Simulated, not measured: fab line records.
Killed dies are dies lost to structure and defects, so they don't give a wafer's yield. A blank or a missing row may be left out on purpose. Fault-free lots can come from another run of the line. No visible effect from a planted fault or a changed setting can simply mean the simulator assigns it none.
Matching of chambers -- flow sky130 -- 4 sister chambers for SKY_LI_CONTACT_CMP_02 on cmp-01
The step polishes PSG. 4 wafers are shown with their chamber, then 10 later ones without.

WAFERS PAIRED WITH THEIR CHAMBERS
wafer,chamber,motor-current-A (A)
L080.1,3,12.6
L081.6,2,12.1
L084.4,1,12.5
L084.5,0,10.5

WAFERS WITH NO CHAMBER GIVEN
wafer,motor-current-A (A)
L084.6,12.4
L086.2,11.9
L086.4,11.2
L086.6,12.2
L087.3,13.0
L087.4,10.8
L087.6,12.4
L096.2,12.0
L096.3,12.0
L096.5,12.5

CHAMBER TAKEN BY EACH
wafer,from the rows above,in truth
L084.6,can't be placed: 1 or 3 or 2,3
L086.2,can't be placed: 2 or 1 or 3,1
L086.4,can't be placed: 0 or 2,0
L086.6,can't be placed: 2 or 1 or 3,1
L087.3,can't be placed: 3 or 1 or 2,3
L087.4,0,0
L087.6,can't be placed: 1 or 3 or 2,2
L096.2,can't be placed: 2 or 1 or 3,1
L096.3,can't be placed: 2 or 1 or 3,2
L096.5,can't be placed: 1 or 3 or 2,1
1 of 10 placed correctly. Unplaceable from these rows: 9, with the true chamber sitting among the candidates in 9. 0 placed wrongly.
How it was worked out, from the rows above alone: a wafer's distance from a chamber is the root of the sum, over the readings, of the square of ((its reading less the chamber's mean) divided by the reading's scatter). The wafer belongs to the nearest chamber; if the next one is less than 2 further off, it can't be placed. The mean given for a chamber averages the wafers shown for that chamber. The scatter (one wafer shown for each chamber): square how far every hidden wafer sits from the nearest shown wafer, average those squares and take the square root.
